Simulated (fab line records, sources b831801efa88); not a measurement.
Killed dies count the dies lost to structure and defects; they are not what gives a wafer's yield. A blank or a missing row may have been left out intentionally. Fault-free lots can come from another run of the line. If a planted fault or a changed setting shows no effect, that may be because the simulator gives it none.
fab line records	flow sky130
[record] lots = 6	wafers = 18	last-day = 50
route steps=708 shown METAL4@622 PAD_OPEN@708
lots with no fault: from the same line, run without faults
start-h: hours from the record's opening day to when the first of the lot's shown wafers began	wait-h: hours from the lot's prior step to this one	" unchanged from the row above	L1.1+2: a row that stands for several wafers	- no value, or no start given	* or withheld: withheld	< > ~ a bound
route shown NAME@n: names a module that has steps shown in the file, with the first one's number in the route	usual: mean and standard deviation over wafers with no fault	same: alike in all rows	chamber/n: place in a boat	sites: per-site readings	_std_site: the values' standard deviation	_edge_site: the outer-site mean with the inner-site mean subtracted	radius-mm: for every site, how far away it sits from the centre of the wafer	mask NAME#n: copy n	behind: the last tool/chamber to shape the wafer	hold: why the lot was held/for how many hours/how that ended	device: which transistor (n, p or np) failed to switch	end of line: tests run on the same wafers once the route is complete	a step given without rows: its recipe and nothing more	killed: not the wafer's yield, but the dies lost to structure and defects at the first sort	map: a wafer's dies, marking killed ones x, the rest . and places with no die _
set.NAME: the setting as run; set.NAME@STEP: as run at that earlier step	model.NAME: the simulator's own value behind a step, which no gauge read
lots at some steps of the route; a table a step, a row a wafer
services: a tool's chamber out of use, with start hour (start-h, from the record's first day; less than 0 if before it), hours out, and reason
[[steps]]
[step SKY_METAL4_HMDS_06]
[recipe] prime-time-s = 60	prime-temp-c = 120
[step SKY_METAL4_COAT_07]
[recipe] resist = BARC	temp-c = withheld	time-s = withheld	spin-rpm = 3000	resist-thk-nm = 60
[step SKY_METAL4_COAT_08]
[recipe] resist = KrF-thick	spin-rpm = 3000	resist-thk-nm = 1140
[step SKY_METAL4_SOFTBAKE_09]
[recipe] temp-c = 100	time-s = 90	resist = KrF-thick
[step SKY_METAL4_EXPOSE_10]
[recipe] mask-id = MM4	na = 0.68	source-shape = annular	sigma-inner = 0.4	sigma-outer = 0.8	target-cd-nm = 300	dose-mj = 28
[step SKY_METAL4_PEB_11]
[recipe] peb-temp-c = withheld	peb-time-s = withheld	resist = KrF-thick
[step SKY_METAL4_DEVELOP_12]
[recipe] develop-time-s = 60	resist = KrF-thick	dev-temp-c = 21
[step SKY_METAL4_CD_MEAS_13]
[recipe] target-cd-nm = 300
[usual] cd-nm = 300.4/1.5
lot.wafer	tool	chamber	start-h	wait-h	cd-nm
L891.1	cd-sem-01	-	1015.53	-	300.8
L891.2	"	-	"	"	299.3
L891.3	"	-	"	"	300.3
L895.1	cd-sem-02	-	1032.97	-	301.3
L895.2	"	-	"	"	301.6
L895.5	"	-	"	"	302.9
L901.1	cd-sem-02	-	1065.23	-	299.8
L901.4	"	-	"	"	299.6
L901.5	"	-	"	"	300.6
L900.1	cd-sem-01	-	1065.58	-	300.9
L900.4	"	-	"	"	301.6
L900.5	"	-	"	"	301.2
L906.1	cd-sem-01	-	1101.93	-	301.5
L906.3	"	-	"	"	300.2
L906.4	"	-	"	"	300.8
L910.1	cd-sem-02	-	1122.68	-	301.3
L910.3	"	-	"	"	299.7
L910.6	"	-	"	"	301.7
[step SKY_METAL4_OVL_MEAS_14]
[usual] METAL4_OVL = -4/4.1
lot.wafer	tool	chamber	start-h	wait-h	METAL4_OVL[nm]
L891.1	overlay-01	-	1015.65	0.1	0
L891.2	"	-	"	"	-3
L891.3	"	-	"	"	-5
L895.1	overlay-02	-	1033.09	0.1	-9
L895.2	"	-	"	"	-1
L895.5	"	-	"	"	-3
L901.1	overlay-02	-	1065.35	0.1	-4
L901.4	"	-	"	"	-7
L901.5	"	-	"	"	5
L900.1	overlay-01	-	1065.70	0.1	5
L900.4	"	-	"	"	0
L900.5	"	-	"	"	-6
L906.1	overlay-01	-	1102.05	0.1	-8
L906.3	"	-	"	"	-7
L906.4	"	-	"	"	0
L910.1	overlay-02	-	1122.80	0.1	-8
L910.3	"	-	"	"	-6
L910.6	"	-	"	"	-4
[step SKY_METAL4_DESCUM_15]
[recipe] chemistry = O2	source-power-w = 150	bias-power-w = 0	pressure-mtorr = 10	temp-c = 40	time-s = 8
[usual] drypump-motor-current-A = 5.6/0.49	oes-product-au = 1.000/0.0092
lot.wafer	tool	chamber	start-h	wait-h	drypump-motor-current-A	oes-product-au	rf-hours-counter-h
L891.1	rie-metal-03	1	1015.69	0.0	4.9	1.008	6
L891.2	"	0	"	"	5.6	1.004	9
L891.3	"	0	"	"	5.6	1.002	-
L895.1	rie-metal-03	1	1033.12	0.0	4.9	1.004	7
L895.2	"	0	"	"	5.5	1.017	10
L895.5	"	0	"	"	5.5	1.008	-
L901.1	rie-metal-03	0	1065.38	0.0	5.6	1.010	12
L901.4	"	0	"	"	5.6	1.004	-
L901.5	"	0	"	"	5.6	1.009	-
L900.1	rie-metal-03	1	1065.73	0.0	4.9	1.004	9
L900.4	"	1	"	"	4.9	1.004	-
L900.5	"	1	"	"	4.9	1.000	-
L906.1	rie-metal-02	1	1102.09	0.0	6.1	0.982	22
L906.3	"	0	"	"	5.5	0.988	-
L906.4	"	1	"	"	6.1	0.983	-
L910.1	rie-metal-03	0	1122.84	0.0	5.6	1.013	16
L910.3	"	0	"	"	5.6	1.005	-
L910.6	"	1	"	"	4.9	1.000	-
[step SKY_METAL4_ETCH_16]
[recipe] chemistry = N2/H2	target = BARC	ion-energy-ev = 200	bias-w = 100	pressure-mtorr = 30	n2-flow-sccm = 100	h2-flow-sccm = 200	icp-w = 500	stop-on = SiO2	time-s = 88.2	target-depth-a = 600
[usual] chamber-pressure-mTorr = 30.000/0.029	drypump-motor-current-A = 5.6/0.49	oes-product-au = 0.627/0.0048	throttle-valve-pct = 13.205/0.0086
lot.wafer	tool	chamber	start-h	wait-h	chamber-pressure-mTorr	drypump-motor-current-A	oes-product-au	rf-hours-counter-h	throttle-valve-pct
L891.1	rie-metal-03	1	1015.72	0.0	29.994	4.9	0.625	6	13.210
L891.2	"	0	"	"	30.050	5.5	0.630	9	13.223
L891.3	"	0	"	"	30.002	5.6	0.633	-	13.212
L895.1	rie-metal-03	1	1033.16	0.0	29.987	4.9	0.630	8	13.215
L895.2	"	0	"	"	29.952	5.6	0.627	10	13.213
L895.5	"	0	"	"	30.025	5.6	0.630	-	13.207
L901.1	rie-metal-03	0	1065.42	0.0	29.968	5.6	0.624	12	13.195
L901.4	"	0	"	"	30.017	5.6	0.629	-	13.202
L901.5	"	0	"	"	30.020	5.5	0.629	-	13.197
L900.1	rie-metal-03	1	1065.77	0.0	29.971	4.9	0.626	9	13.199
L900.4	"	1	"	"	30.038	4.9	0.615	-	13.200
L900.5	"	1	"	"	29.996	4.9	0.620	-	13.213
L906.1	rie-metal-02	1	1102.12	0.0	29.973	6.1	0.621	22	13.212
L906.3	"	0	"	"	30.022	5.6	0.626	-	13.224
L906.4	"	1	"	"	30.024	6.1	0.624	-	13.200
L910.1	rie-metal-03	0	1122.87	0.0	29.993	5.5	0.612	16	13.203
L910.3	"	0	"	"	30.025	5.5	0.633	-	13.215
L910.6	"	1	"	"	29.961	4.9	0.627	-	13.200
[step SKY_METAL4_ETCH_17]
[recipe] target = SiO2	stop-on = TiN	chemistry = C4F8/O2/Ar	source-w = 1500	bias-w = 1200	pressure-mtorr = 40	c4f8-flow-sccm = withheld	O2_flow_sccm = 6	Ar_flow_sccm = 300	time-s = 3.9	target-depth-a = 150
[usual] chamber-pressure-mTorr = 40.00/0.036	oes-product-au = 0.755/0.0071
lot.wafer	tool	chamber	start-h	wait-h	chamber-pressure-mTorr	oes-product-au	rf-hours-counter-h
L891.1	rie-diel-04	0	1015.82	0.1	39.94	0.742	6
L891.2	"	1	"	"	39.98	0.758	9
L891.3	"	2	"	"	40.01	0.757	15
L895.1	rie-diel-04	0	1033.25	0.1	40.04	0.740	7
L895.2	"	3	"	"	39.99	0.750	15
L895.5	"	0	"	"	40.05	0.739	-
L901.1	rie-diel-01	2	1065.51	0.1	40.05	0.758	7
L901.4	"	1	"	"	39.97	0.756	7
L901.5	"	2	"	"	39.98	0.755	-
L900.1	rie-diel-03	3	1065.86	0.1	40.02	0.756	7
L900.4	"	1	"	"	40.08	0.762	24
L900.5	"	1	"	"	39.99	0.757	-
L906.1	rie-diel-03	0	1102.22	0.1	40.04	0.751	13
L906.3	"	3	"	"	40.06	0.754	8
L906.4	"	1	"	"	40.01	0.763	25
L910.1	rie-diel-01	3	1122.97	0.1	40.00	0.748	26
L910.3	"	2	"	"	39.99	0.744	10
L910.6	"	0	"	"	39.98	0.754	-
[step SKY_METAL4_METAL_ETCH_18]
[recipe] target-depth-a = 8450	stop-on = SiO2	over-etch-frac = 0.3	time-s = 183.1	chemistry = Cl2/BCl3	resist-sidewall-deg = 88	pressure-mtorr = 10	icp-w = 916.6	bias-w = 48.5	Cl2_flow_sccm = 60	bcl3-flow-sccm = 30
[usual] chamber-pressure-mTorr = 10.000/0.01	drypump-motor-current-A = 5.6/0.47	mfc-cl2-sccm = 60.00/0.18	oes-product-au = 0.867/0.0062	throttle-valve-pct = 22.264/0.0095
lot.wafer	tool	chamber	start-h	wait-h	chamber-pressure-mTorr	drypump-motor-current-A	mfc-cl2-sccm	oes-product-au	rf-hours-counter-h	throttle-valve-pct	model.KrF-thick_of_METAL4_COAT_08.thk-nm
L891.1	rie-metal-01	0	1015.84	0.0	10.010	5.6	59.99	0.863	6	22.242	516.2
L891.2	"	1	"	"	10.002	6.4	60.06	0.863	22	22.265	529
L891.3	"	0	"	"	10.004	5.6	59.80	0.864	-	22.263	520.9
L895.1	rie-metal-02	1	1033.27	0.0	10.011	6.1	60.19	0.868	17	22.251	532.9
L895.2	"	0	"	"	10.000	5.6	59.76	0.864	17	22.259	515.9
L895.5	"	1	"	"	9.994	6.2	59.87	0.852	-	22.269	540.4
L901.1	rie-metal-02	0	1065.53	0.0	8.010	5.5	59.85	0.867	20	22.270	539.4
L901.4	"	0	"	"	8.011	5.5	59.86	0.863	-	22.274	530
L901.5	"	0	"	"	7.984	5.6	59.81	0.866	-	22.259	536.1
L900.1	rie-metal-02	0	1065.88	0.0	8.004	5.6	60.02	0.868	20	22.262	531.5
L900.4	"	1	"	"	8.013	6.1	59.92	0.868	-	22.271	542.4
L900.5	"	0	"	"	7.990	5.5	59.78	0.872	-	22.258	528.5
L906.1	rie-metal-03	1	1102.24	0.0	10.000	4.9	59.90	0.885	12	22.270	517.7
L906.3	"	1	"	"	10.012	4.9	59.99	0.869	-	22.262	516.3
L906.4	"	1	"	"	10.008	4.9	59.65	0.875	-	22.255	517
L910.1	rie-metal-01	1	1122.99	0.0	10.008	6.4	59.86	0.869	3	22.266	525
L910.3	"	1	"	"	10.004	6.3	59.98	0.874	-	22.271	525.5
L910.6	"	0	"	"	9.999	5.6	59.89	0.871	-	22.250	517.4
[step SKY_METAL4_STRIP_19]
[recipe] chemistry = O2/N2	power-w = 1400	pressure-mtorr = 1500	platen-temp-c = withheld	o2-flow-sccm = 3000	n2-flow-sccm = 300	overash-fraction = 0.5
[usual] drypump-motor-current-A = 5.7/0.55	oes-product-au = 0.500/0.0054	strip-time-to-endpoint-s = 6.46/0.079
lot.wafer	tool	chamber	start-h	wait-h	drypump-motor-current-A	oes-product-au	rf-hours-counter-h	strip-time-to-endpoint-s
L891.1	plasma-asher-02	0	1016.02	0.1	5.4	0.495	118	6.42
L891.2	"	1	"	"	4.7	0.498	118	6.56
L891.3	"	1	"	"	4.8	0.505	-	6.47
L895.1	plasma-asher-03	1	1033.45	0.1	5.3	0.503	93	6.61
L895.2	"	0	"	"	6.2	0.497	93	6.42
L895.5	"	1	"	"	5.3	0.506	-	6.67
L901.1	plasma-asher-03	1	1065.71	0.1	5.3	0.507	97	6.65
L901.4	"	0	"	"	6.2	0.511	-	6.56
L901.5	"	1	"	"	5.3	0.511	-	6.61
L900.1	plasma-asher-02	1	1066.06	0.1	4.8	0.498	0	6.58
L900.4	"	0	"	"	5.5	0.515	-	6.68
L900.5	"	1	"	"	4.8	0.498	-	6.54
L906.1	plasma-asher-03	1	1102.59	0.3	5.4	0.495	100	6.45
L906.3	"	1	"	"	5.3	0.500	-	6.42
L906.4	"	0	"	"	6.2	0.503	-	6.43
L910.1	plasma-asher-03	1	1123.17	0.1	5.3	0.508	102	6.50
L910.3	"	0	"	"	6.2	0.509	-	6.51
L910.6	"	0	"	"	6.2	0.494	-	6.43
[step SKY_PAD_OPEN_PROBE_99]
[usual] defect-limited-yield = 82.9/1.8	killed_at_M0_to_M3 = 42/7.2	killed_at_M4_up = 3.2/1.8	killed-at-contacts = 24/5.4	killed-at-front-end = 15/4	killed-at-other = 0.3/0.59	killed-dies = 84/9	killed-open = 46/7.1	killed-short = 38/6	sort_bin_3_pad_short = 0.8/0.41	sort_bin_5_function = 10.1/1.3	sort_bin_6_memory = 6.3/1.2	sort-n-pass = 408/9	sort-yield-pct = 82.9/1.8
[same] gross-dies = 492	killed-at-back-side = 0	sort_bin_4_leakage[%] = 0	sort_bin_8_speed[%] = 0
lot.wafer	tool	chamber	start-h	wait-h	defect-limited-yield[%]	killed_at_M0_to_M3	killed_at_M4_up	killed-at-contacts	killed-at-front-end	killed-at-other	killed-dies	killed-open	killed-short	sort_bin_3_pad_short[%]	sort_bin_5_function[%]	sort_bin_6_memory[%]	sort-n-pass	sort-yield-pct[%]
L895.1	prober-02	-	1127.06	0.1	84.8	41	6	15	13	0	75	40	35	1.6	8.1	5.5	417	84.8
L895.2	prober-02	-	1127.11	0.1	85.0	31	7	19	17	0	74	34	40	1.0	8.7	5.3	418	85.0
L895.5	prober-02	-	1127.26	0.2	83.3	39	2	24	16	1	82	46	36	0.4	10.4	5.9	410	83.3
L901.1	prober-01	-	1154.78	0.1	82.9	34	7	28	15	0	84	41	42	0.8	11.0	5.3	408	82.9
L901.4	prober-01	-	1154.93	0.2	82.5	45	3	23	15	0	86	48	37	0.6	10.0	6.9	406	82.5
L901.5	prober-01	-	1154.98	0.2	83.9	52	4	15	8	0	79	46	33	0.8	7.9	7.3	413	83.9
L900.1	prober-02	-	1156.12	0.1	82.7	44	4	26	10	1	85	51	34	1.2	9.8	6.3	407	82.7
L900.4	prober-02	-	1156.27	0.2	83.7	37	4	19	20	0	80	43	37	1.2	10.2	4.9	412	83.7
L900.5	prober-02	-	1156.32	0.2	82.1	43	5	24	15	1	88	50	38	0.6	10.2	7.1	404	82.1
L906.1	prober-01	-	1180.40	0.1	82.1	44	2	26	16	0	88	47	41	0.2	11.0	6.7	404	82.1
L906.3	prober-01	-	1180.50	0.2	85.2	34	1	22	16	0	73	42	31	1.2	7.7	5.9	419	85.2
L906.4	prober-01	-	1180.55	0.2	83.9	37	2	21	19	0	79	41	38	1.4	9.6	5.1	413	83.9
// killed by level:class
L895.1 VIA3:geometric-particle:open=9 LI_CONTACT:geometric-particle:open=7 METAL2:geometric-particle:short=7 VIA2:geometric-particle:open=6 METAL4:geometric-particle:short=6 VIA1:geometric-particle:short=5 VIA1:geometric-particle:open=5 FIELD_ISO:geometric-particle:open=4
L895.2 FIELD_ISO:geometric-particle:short=6 VIA1:geometric-particle:open=6 CONTACT:geometric-particle:open=6 METAL4:geometric-particle:short=6 FIELD_ISO:geometric-particle:open=5 LI_CONTACT:geometric-particle:open=5 CONTACT:geometric-particle:short=5 VIA1:geometric-particle:short=5
L895.5 VIA1:geometric-particle:open=10 CONTACT:geometric-particle:open=7 LI_CONTACT:geometric-particle:open=6 FIELD_ISO:geometric-particle:open=5 METAL2:geometric-particle:short=5 POLY_GATE:geometric-particle:open=5 VIA2:geometric-particle:open=5 VIA3:geometric-particle:open=5
L901.1 CONTACT:geometric-particle:open=11 VIA1:geometric-particle:open=9 CONTACT:geometric-particle:short=6 METAL4:geometric-particle:short=6 LI_CONTACT:geometric-particle:short=5 POLY_GATE:geometric-particle:short=4 POLY_GATE:geometric-particle:open=4 VIA1:geometric-particle:short=4
L901.4 VIA1:geometric-particle:open=15 VIA2:geometric-particle:open=8 CONTACT:geometric-particle:open=6 VIA3:geometric-particle:open=6 LOCAL_INTERCONNECT:geometric-particle:short=5 LI_CONTACT:geometric-particle:open=4 CONTACT:geometric-particle:short=4 METAL1:geometric-particle:short=4
L901.5 VIA1:geometric-particle:open=15 LI_CONTACT:geometric-particle:open=7 METAL3:geometric-particle:short=6 VIA3:geometric-particle:open=6 CONTACT:geometric-particle:open=5 METAL2:geometric-particle:short=5 VIA2:geometric-particle:open=5 POLY_GATE:geometric-particle:short=4
L900.1 VIA1:geometric-particle:open=11 LI_CONTACT:geometric-particle:open=8 CONTACT:geometric-particle:open=8 VIA3:geometric-particle:open=8 VIA2:geometric-particle:open=7 METAL1:geometric-particle:short=5 VIA1:geometric-particle:short=5 LI_CONTACT:geometric-particle:short=4
L900.4 VIA1:geometric-particle:open=10 FIELD_ISO:geometric-particle:short=7 LI_CONTACT:geometric-particle:open=7 METAL1:geometric-particle:short=6 CONTACT:geometric-particle:open=5 METAL2:geometric-particle:short=5 CONTACT:geometric-particle:short=4 VIA1:geometric-particle:short=4
L900.5 VIA1:geometric-particle:open=16 CONTACT:geometric-particle:open=8 FIELD_ISO:geometric-particle:open=6 METAL2:geometric-particle:short=6 CONTACT:geometric-particle:short=5 VIA2:geometric-particle:short=5 VIA3:geometric-particle:open=5 FIELD_ISO:geometric-particle:short=4
L906.1 VIA1:geometric-particle:open=10 FIELD_ISO:geometric-particle:short=8 LI_CONTACT:geometric-particle:open=8 CONTACT:geometric-particle:open=8 METAL1:geometric-particle:short=6 VIA2:geometric-particle:open=6 LOCAL_INTERCONNECT:geometric-particle:short=5 VIA3:geometric-particle:open=5
L906.3 VIA1:geometric-particle:open=9 CONTACT:geometric-particle:open=8 LI_CONTACT:geometric-particle:open=6 POLY_GATE:geometric-particle:short=5 VIA3:geometric-particle:open=5 POLY_GATE:geometric-particle:open=4 LOCAL_INTERCONNECT:geometric-particle:short=4 METAL1:geometric-particle:short=4
L906.4 METAL1:geometric-particle:short=10 VIA1:geometric-particle:open=7 VIA2:geometric-particle:open=6 FIELD_ISO:geometric-particle:short=5 LI_CONTACT:geometric-particle:open=5 LOCAL_INTERCONNECT:geometric-particle:short=5 CONTACT:geometric-particle:open=5 POLY_GATE:geometric-particle:open=4
[[services]]
tool	chamber	start-h	hours	kind
rie-diel-03	1	996.96	4.5	repair
rie-diel-01	0	1008.23	3.6	repair
plasma-asher-03	-	1012.01	1.4	repair
rie-metal-01	0	1026.30	2.9	repair
rie-metal-01	-	1027.39	1.9	repair
plasma-asher-03	-	1034.58	5.4	repair
rie-diel-03	1	1042.63	2.8	repair
rie-diel-04	-	1050.56	28.1	pm
plasma-asher-02	-	1055.25	9.0	pm
plasma-asher-02	0	1055.25	9.0	vent-cycle
plasma-asher-02	1	1055.25	9.0	vent-cycle
rie-metal-01	1	1063.76	-	clean
rie-metal-01	1	1063.76	19.3	scheduled-down
rie-metal-01	1	1063.76	19.3	vent-cycle
plasma-asher-02	0	1064.25	-	clean
plasma-asher-02	1	1064.25	-	clean
rie-diel-03	2	1083.15	14.0	repair
rie-diel-04	1	1084.48	26.8	repair
rie-diel-03	1	1096.97	5.1	repair
rie-metal-03	0	1101.40	2.6	repair
rie-diel-04	-	1101.76	2.8	pm
[[key]]
[first-sign] step = SKY_METAL4_METAL_ETCH_18	reading = chamber-pressure-mTorr	direction = down	sigmas = 99+	usual = 10.000	struck = 8.002
effect none on later readings
[model-effect] step = SKY_METAL4_METAL_ETCH_18	value = KrF-thick_of_METAL4_COAT_08.thk-nm	without = 521.1	struck = 534.6
met-at SKY_METAL4_METAL_ETCH_18
struck-wafers L900.1,L900.4,L900.5,L901.1,L901.4,L901.5
[fault] kind = process-parameter-drift	tool = rie-metal-02	chamber = -	onset-h = 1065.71	steps = SKY_METAL4_METAL_ETCH_18	channel = pressure-mtorr	offset = -2	shape = step	acts-in = these-recipes-only	stated = 10
